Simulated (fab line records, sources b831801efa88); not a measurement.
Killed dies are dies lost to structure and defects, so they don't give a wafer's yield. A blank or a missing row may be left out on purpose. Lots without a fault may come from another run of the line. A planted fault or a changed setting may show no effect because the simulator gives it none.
fab line records | flow gf180mcu
record lots=15 wafers=45 last_day=34
route steps=602 shown STI@25 LVPWELL@64 MVSD@73 VT_IMPLANT@97
lots that met no fault: from a run of the same line without faults
start_h: hours from the record's first day to the start of the lot's first wafer shown | wait_h: hours since the lot's step before | " the same as in the row above | L1.1+2: a row that stands for several wafers | - no value, or no start given | * or withheld: withheld | < > ~ a bound
route shown NAME@n: a module of which the file shows steps, and the number in the route of the first | usual: mean/standard deviation of fault-free wafers | same: alike in all rows | chamber/n: place in a boat | sites: the reading at each site | _std_site: their standard deviation | _edge_site: outer sites' mean less inner sites' | radius_mm: how far each site lies from the wafer's centre | mask NAME#n: copy n | behind: the tool/chamber that last shaped the wafer | hold: why the lot was held/for how many hours/how that ended | device: the transistor (n, p or np) that didn't switch | end of line: the same wafers' tests at the end of the route | a step without rows: its recipe alone | killed: dies lost to structure and defects at the first sort, not the wafer's yield | map: a wafer's dies, x killed, . not, _ none there
set.NAME: the setting as run; set.NAME@STEP: as run at that earlier step | model.NAME: the simulator's own value behind a step, which no gauge read
steps of the route over a sample of lots; a table a step, a row a wafer
services: from which hour (start_h, from the record's first day; less than 0 if before it) a tool's chamber was out of use, for how many hours, and why
## steps
# step GF_STI_THK_MEAS_24
# recipe reads=SiO2_of_STI_CVD_23
# usual STI_CVD_23_THK=648/6
# columns lot.wafer tool chamber start_h wait_h STI_CVD_23_THK[nm]
L751.1 film_metro-04 - 45.47 0.0 643
L751.3 " - " " 648
L751.6 " - " " 645
L750.1 film_metro-04 - 47.10 0.0 648
L750.4 " - " " 647
L750.5 " - " " 651
L753.1 film_metro-02 - 47.10 0.0 655
L753.2 " - " " 652
L753.5 " - " " 658
L754.1 film_metro-01 - 52.53 0.0 646
L754.3 " - " " 650
L754.5 " - " " 647
L756.3 film_metro-04 - 58.84 0.1 651
L756.4 " - " " 656
L756.6 " - " " 650
L757.1 film_metro-04 - 63.24 0.0 651
L757.3 " - " " 650
L757.4 " - " " 655
L759.1 film_metro-04 - 72.78 0.0 648
L759.3 " - " " 647
L759.6 " - " " 642
L762.4 film_metro-02 - 88.16 0.0 646
L762.5 " - " " 649
L762.6 " - " " 656
L763.1 film_metro-01 - 93.02 0.0 641
L763.3 " - " " 646
L763.5 " - " " 645
L764.3 film_metro-02 - 98.62 0.1 649
L764.5 " - " " 644
L764.6 " - " " 652
L765.2 film_metro-02 - 104.73 0.0 636
L765.3 " - " " 649
L765.4 " - " " 642
L766.1 film_metro-02 - 108.47 0.0 643
L766.4 " - " " 639
L766.5 " - " " 646
L770.1 film_metro-04 - 131.10 0.0 651
L770.5 " - " " 645
L770.6 " - " " 656
L771.2 film_metro-04 - 135.06 0.0 648
L771.3 " - " " 639
L771.4 " - " " 642
L772.3 film_metro-02 - 139.26 0.1 639
L772.4 " - " " 639
L772.5 " - " " 649
# step GF_LVPWELL_STRIP_10
# recipe chemistry=O2/N2 power_w=1400 pressure_mtorr=1500 platen_temp_c=250 o2_flow_sccm=3000 n2_flow_sccm=300 overash_fraction=0.5
# usual chamber_pressure_mTorr=1499.7/2.4 drypump_motor_current_A=5.6/0.51 heater_power_w=331/37 oes_product_au=0.723/0.0042 strip_time_to_endpoint_s=36.95/0.097
# columns lot.wafer tool chamber start_h wait_h chamber_pressure_mTorr drypump_motor_current_A heater_power_w oes_product_au rf_hours_counter_h strip_time_to_endpoint_s
L751.1 plasma_asher-02 0 88.17 0.1 1498.7 6.2 423 0.723 43 37.07
L751.3 " 1 " " 1501.8 6.0 329 0.728 - 37.13
L751.6 " 0 " " 1499.1 6.2 418 0.725 - 37.09
L753.1 plasma_asher-01 0 88.58 0.1 1498.3 5.2 319 0.725 29 37.05
L753.2 " 1 " " 1497.5 5.0 294 0.723 29 36.98
L753.5 " 1 " " 1498.6 4.9 285 0.726 - 37.02
L750.1 plasma_asher-03 0 89.22 0.1 1501.6 6.1 334 0.720 43 36.83
L750.4 " 1 " " 1501.6 6.0 346 0.716 - 36.79
L750.5 " 0 " " 1498.9 6.1 343 0.721 - 36.75
L754.1 plasma_asher-03 0 94.72 0.1 1499.7 6.1 346 0.714 43 37.10
L754.3 " 0 " " 1501.4 6.1 344 0.725 - 37.01
L754.5 " 1 " " 1500.4 6.0 342 0.724 - 37.14
L756.3 plasma_asher-03 1 99.66 0.1 1498.5 6.1 351 0.726 - 37.09
L756.4 " 0 " " 1497.8 6.1 348 0.718 - 37.01
L756.6 " 0 " " 1498.4 6.1 336 0.718 - 36.94
L757.1 plasma_asher-02 1 104.08 0.1 1501.8 6.0 323 0.726 45 36.85
L757.3 " 1 " " 1499.4 6.0 323 0.722 - 36.89
L757.4 " 0 " " 1498.5 6.2 410 0.724 - 36.91
L759.1 plasma_asher-03 0 115.67 0.1 1499.4 6.1 340 0.729 46 36.83
L759.3 " 0 " " 1499.1 6.1 340 0.720 - 36.96
L759.6 " 1 " " 1499.9 6.1 341 0.727 - 36.95
L762.4 plasma_asher-02 0 130.71 0.1 - - - - - -
L762.5 " 0 " " - - - - - -
L762.6 " 1 " " - - - - - -
L763.1 plasma_asher-01 1 135.58 0.1 - - - - - -
L763.3 " 1 " " - - - - - -
L763.5 " 1 " " - - - - - -
L764.3 plasma_asher-01 0 140.66 0.1 - - - - - -
L764.5 " 1 " " - - - - - -
L764.6 " 0 " " - - - - - -
L765.2 plasma_asher-01 0 148.13 0.1 1497.4 5.2 318 0.716 35 37.07
L765.3 " 0 " " 1499.1 5.2 318 0.724 - 36.92
L765.4 " 1 " " 1500.6 4.9 293 0.720 - 36.93
L766.1 plasma_asher-01 1 152.97 0.1 1500.1 5.0 285 0.724 36 36.90
L766.4 " 0 " " 1499.6 5.2 310 0.726 - 36.97
L766.5 " 0 " " 1499.6 5.2 318 0.729 - 36.92
L770.1 plasma_asher-01 0 178.72 0.1 1500.3 5.2 309 0.716 39 37.01
L770.5 " 0 " " 1500.0 5.2 316 0.715 - 37.00
L770.6 " 1 " " 1499.3 5.0 287 0.726 - 36.98
L771.2 plasma_asher-01 1 181.32 0.1 1498.0 5.0 288 0.727 39 37.05
L771.3 " 0 " " 1499.9 5.2 313 0.717 - 36.99
L771.4 " 1 " " 1496.5 4.9 294 0.726 - 36.99
L772.3 plasma_asher-01 1 187.60 0.1 1498.7 4.9 283 0.723 - 36.90
L772.4 " 0 " " 1498.6 5.2 311 0.721 - 36.84
L772.5 " 1 " " 1500.9 5.0 290 0.717 - 36.86
# step GF_MVSD_OVL_MEAS_07
# usual MVSD_OVL=-0.6/1.3
# columns lot.wafer tool chamber start_h wait_h MVSD_OVL[nm]
L751.1 overlay-02 - 101.04 - 1.6
L751.3 " - " " 1.1
L751.6 " - " " 0.1
L753.1 overlay-01 - 101.44 - -3.2
L753.2 " - " " -1.0
L753.5 " - " " -0.9
L750.1 overlay-01 - 102.14 - -1.5
L750.4 " - " " -2.4
L750.5 " - " " -1.2
L754.1 overlay-02 - 107.78 - 0.8
L754.3 " - " " 0.4
L754.5 " - " " 0.4
L756.3 overlay-02 - 112.25 - -1.5
L756.4 " - " " 0.5
L756.6 " - " " -1.1
L757.1 overlay-01 - 116.64 - 0.1
L757.3 " - " " -0.9
L757.4 " - " " -0.9
L759.1 overlay-01 - 128.48 - -1.4
L759.3 " - " " -2.4
L759.6 " - " " -2.3
L762.4 overlay-02 - 144.41 - -1.5
L762.5 " - " " -1.4
L762.6 " - " " -0.8
L763.1 overlay-02 - 149.64 - 1.0
L763.3 " - " " 0.9
L763.5 " - " " 0.6
L764.3 overlay-02 - 155.10 - 0.0
L764.5 " - " " 1.6
L764.6 " - " " -0.5
L765.2 overlay-01 - 162.64 - -3.2
L765.3 " - " " -0.5
L765.4 " - " " -2.6
L766.1 overlay-02 - 167.18 - -0.8
L766.4 " - " " -0.4
L766.5 " - " " -2.2
L770.1 overlay-01 - 194.09 - -0.5
L770.5 " - " " 1.7
L770.6 " - " " -1.5
L771.2 overlay-01 - 196.45 - -1.2
L771.3 " - " " -1.1
L771.4 " - " " 1.1
L772.3 overlay-02 - 204.25 - 0.0
L772.4 " - " " 0.0
L772.5 " - " " -0.3
# step GF_MVSD_STRIP_10
# recipe chemistry=O2/N2 power_w=1400 pressure_mtorr=1500 platen_temp_c=250 o2_flow_sccm=3000 n2_flow_sccm=300 overash_fraction=0.5
# usual chamber_pressure_mTorr=1500.1/1.3 drypump_motor_current_A=5.5/0.48 heater_power_w=319/20 oes_product_au=0.723/0.0045 strip_time_to_endpoint_s=36.93/0.1
# columns lot.wafer tool chamber start_h wait_h chamber_pressure_mTorr drypump_motor_current_A heater_power_w oes_product_au rf_hours_counter_h strip_time_to_endpoint_s
L751.1 plasma_asher-04 0 101.37 0.1 1500.2 6.0 327 0.726 46 36.84
L751.3 " 0 " " 1500.3 6.0 320 0.713 - 36.88
L751.6 " 0 " " 1497.9 6.0 326 0.725 - 36.70
L753.1 plasma_asher-04 0 101.78 0.1 1501.0 6.0 325 0.729 46 36.80
L753.2 " 1 " " 1499.2 5.9 332 0.726 46 36.81
L753.5 " 0 " " 1498.6 6.0 333 0.726 - 36.86
L750.1 plasma_asher-01 1 102.48 0.1 1500.2 4.9 281 0.722 31 37.06
L750.4 " 0 " " 1500.5 5.2 315 0.724 - 37.00
L750.5 " 0 " " 1501.9 5.2 314 0.725 - 37.05
L754.1 plasma_asher-03 1 108.12 0.1 1499.7 6.1 343 0.731 44 36.90
L754.3 " 0 " " 1497.8 6.1 343 0.718 - 37.00
L754.5 " 0 " " 1500.6 6.1 337 0.717 - 36.91
L756.3 plasma_asher-04 1 112.61 0.1 1496.7 5.9 337 0.729 - 37.07
L756.4 " 0 " " 1498.2 6.0 323 0.721 - 37.04
L756.6 " 1 " " 1499.5 5.9 335 0.722 - 36.83
L757.1 plasma_asher-01 1 116.97 0.1 1502.4 5.0 287 0.720 33 36.87
L757.3 " 0 " " 1498.8 5.2 316 0.724 - 36.98
L757.4 " 1 " " 1502.5 5.0 291 0.726 - 36.95
L759.1 plasma_asher-01 1 128.82 0.1 1501.1 5.0 287 0.723 34 36.93
L759.3 " 1 " " 1498.4 5.0 291 0.727 - 36.85
L759.6 " 1 " " 1500.1 5.0 292 0.718 - 36.86
L762.4 plasma_asher-01 0 144.76 0.1 1499.4 5.2 315 0.742 - 81.27
L762.5 " 0 " " 1499.2 5.2 317 0.742 - 81.21
L762.6 " 1 " " 1499.2 5.0 290 0.740 - 81.29
L763.1 plasma_asher-04 1 149.98 0.1 1500.5 5.9 327 0.741 52 81.14
L763.3 " 0 " " 1498.3 6.0 330 0.739 - 81.23
L763.5 " 1 " " 1499.7 5.9 336 0.741 - 81.06
L764.3 plasma_asher-04 0 155.46 0.1 1500.5 6.0 328 0.731 - 81.27
L764.5 " 1 " " 1498.4 6.0 333 0.740 - 81.28
L764.6 " 0 " " 1499.7 6.0 336 0.737 - 81.14
L765.2 plasma_asher-01 0 162.97 0.1 1502.7 5.2 311 0.722 37 37.07
L765.3 " 0 " " 1500.0 5.2 311 0.723 - 37.12
L765.4 " 1 " " 1501.2 4.9 295 0.723 - 37.17
L766.1 plasma_asher-01 0 167.52 0.1 1498.9 5.2 309 0.722 37 36.86
L766.4 " 0 " " 1499.4 5.2 317 0.717 - 36.81
L766.5 " 1 " " 1499.9 4.9 286 0.718 - 36.79
L770.1 plasma_asher-01 1 194.42 0.1 1498.4 5.0 300 0.716 40 36.98
L770.5 " 0 " " 1501.1 5.2 314 0.717 - 37.02
L770.6 " 1 " " 1499.8 5.0 284 0.723 - 37.02
L771.2 plasma_asher-01 1 196.78 0.1 1501.2 5.0 288 0.721 40 36.95
L771.3 " 1 " " 1502.4 5.0 288 0.729 - 36.93
L771.4 " 0 " " 1499.2 5.2 317 0.720 - 36.95
L772.3 plasma_asher-04 0 204.61 0.1 1503.0 6.0 328 0.718 - 36.91
L772.4 " 1 " " 1502.0 5.9 333 0.734 - 36.91
L772.5 " 1 " " 1498.9 6.0 330 0.723 - 36.99
# step GF_MVSD_TW_MEAS_11
# usual MVSD_TW=1576/15
# columns lot.wafer tool chamber start_h wait_h MVSD_TW
L751.1 film_metro-03 - 101.47 0.1 1576
L751.3 " - " " 1577
L751.6 " - " " 1579
L753.1 film_metro-01 - 101.88 0.1 1590
L753.2 " - " " 1592
L753.5 " - " " 1590
L750.1 film_metro-03 - 102.58 0.1 1582
L750.4 " - " " 1582
L750.5 " - " " 1580
L754.1 film_metro-03 - 108.22 0.1 1581
L754.3 " - " " 1576
L754.5 " - " " 1580
L756.3 film_metro-01 - 112.70 0.1 1587
L756.4 " - " " 1583
L756.6 " - " " 1592
L757.1 film_metro-03 - 117.07 0.1 1581
L757.3 " - " " 1577
L757.4 " - " " 1586
L759.1 film_metro-02 - 128.92 0.1 1560
L759.3 " - " " 1558
L759.6 " - " " 1555
L762.4 film_metro-02 - 144.86 0.1 30
L762.5 " - " " 30
L762.6 " - " " 30
L763.1 film_metro-03 - 150.08 0.1 30
L763.3 " - " " 30
L763.5 " - " " 31
L764.3 film_metro-02 - 155.54 0.1 30
L764.5 " - " " 30
L764.6 " - " " 30
L765.2 film_metro-03 - 163.08 0.1 1590
L765.3 " - " " 1587
L765.4 " - " " 1596
L766.1 film_metro-01 - 167.62 0.1 1580
L766.4 " - " " 1584
L766.5 " - " " 1578
L770.1 film_metro-01 - 194.52 0.1 1578
L770.5 " - " " 1578
L770.6 " - " " 1573
L771.2 film_metro-03 - 196.89 0.1 1589
L771.3 " - " " 1597
L771.4 " - " " 1590
L772.3 film_metro-03 - 204.70 0.1 1594
L772.4 " - " " 1597
L772.5 " - " " 1589
# step GF_VT_IMPLANT_OVL_MEAS_07
# usual VT_IMPLANT_OVL=0.1/1.5
# columns lot.wafer tool chamber start_h wait_h VT_IMPLANT_OVL[nm]
L751.1 overlay-02 - 127.49 0.1 -1.7
L751.3 " - " " -0.3
L751.6 " - " " -0.7
L753.1 overlay-02 - 128.39 0.1 1.7
L753.2 " - " " 0.4
L753.5 " - " " 0.6
L750.1 overlay-01 - 129.29 0.1 -0.9
L750.4 " - " " 1.7
L750.5 " - " " -0.7
L754.1 overlay-01 - 134.59 0.1 0.9
L754.3 " - " " -0.5
L754.5 " - " " -0.4
L756.3 overlay-02 - 139.30 0.1 -4.0
L756.4 " - " " -0.6
L756.6 " - " " -2.1
L757.1 overlay-01 - 144.89 0.1 -0.3
L757.3 " - " " -0.1
L757.4 " - " " -1.4
L759.1 overlay-01 - 157.64 0.1 -0.3
L759.3 " - " " 0.3
L759.6 " - " " -0.3
L762.4 overlay-01 - 175.11 0.1 0.4
L762.5 " - " " 0.6
L762.6 " - " " -0.6
L763.1 overlay-02 - 179.69 0.1 1.5
L763.3 " - " " 1.3
L763.5 " - " " -1.0
L764.3 overlay-01 - 185.65 0.1 1.5
L764.5 " - " " -2.1
L764.6 " - " " 0.6
L765.2 overlay-01 - 193.94 0.1 1.0
L765.3 " - " " 1.7
L765.4 " - " " 0.3
L766.1 overlay-01 - 196.74 0.1 1.0
L766.4 " - " " 0.4
L766.5 " - " " 0.5
L770.1 overlay-02 - 226.64 0.1 1.7
L770.5 " - " " -1.8
L770.6 " - " " 0.4
L771.2 overlay-02 - 229.80 0.1 -0.7
L771.3 " - " " 0.4
L771.4 " - " " -0.1
L772.3 overlay-01 - 237.70 0.1 1.5
L772.4 " - " " 3.7
L772.5 " - " " 1.8
## services
# columns tool chamber start_h hours kind
plasma_asher-04 - 64.37 1.3 repair
plasma_asher-03 - 103.55 2.8 pm
plasma_asher-02 - 108.75 9.0 pm
plasma_asher-02 0 108.75 13.8 vent_cycle
plasma_asher-02 1 108.75 13.8 vent_cycle
plasma_asher-02 - 110.09 12.5 repair
plasma_asher-02 0 117.75 - clean
plasma_asher-02 1 117.75 - clean
plasma_asher-01 - 131.84 0.9 repair
plasma_asher-02 - 176.75 2.1 repair
plasma_asher-02 - 199.56 2.5 repair
plasma_asher-01 - 199.65 7.3 repair
## key
first_sign step=GF_LVPWELL_STRIP_10 reading=tool_record direction=missing
effect step=GF_MVSD_STRIP_10 reading=strip_time_to_endpoint_s direction=up sigmas=99+ usual=* struck=*
effect step=GF_MVSD_TW_MEAS_11 reading=MVSD_TW direction=down sigmas=99+ usual=1576 struck=30
met_at GF_LVPWELL_STRIP_10
struck_lots L762,L763,L764
sort_left_out L762.4,L762.5,L762.6,L763.1,L763.3,L763.5,L764.3,L764.5,L764.6
tester_left_out L762,L763,L764
not_acting_at GF_STI_THK_MEAS_24,GF_MVSD_OVL_MEAS_07,GF_VT_IMPLANT_OVL_MEAS_07
onset_between 104.08 130.71
fault kind=skipped_step_whole tool=plasma_asher-01,plasma_asher-02 chamber=- onset_h=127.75 steps=GF_LVPWELL_STRIP_10 scope=struck_lots_only
# tester_left_out: of these lots the tester's yield and bins aren't shown, on N5 and GAA mostly nor the transistor test; their killed dies are dies lost to structure and defects alone, not to doping, threshold or leakage, so they don't give the yield
# sort_left_out: the simulated sort isn't trusted on such a fault, so these wafers' sort isn't shown, and their yield isn't known
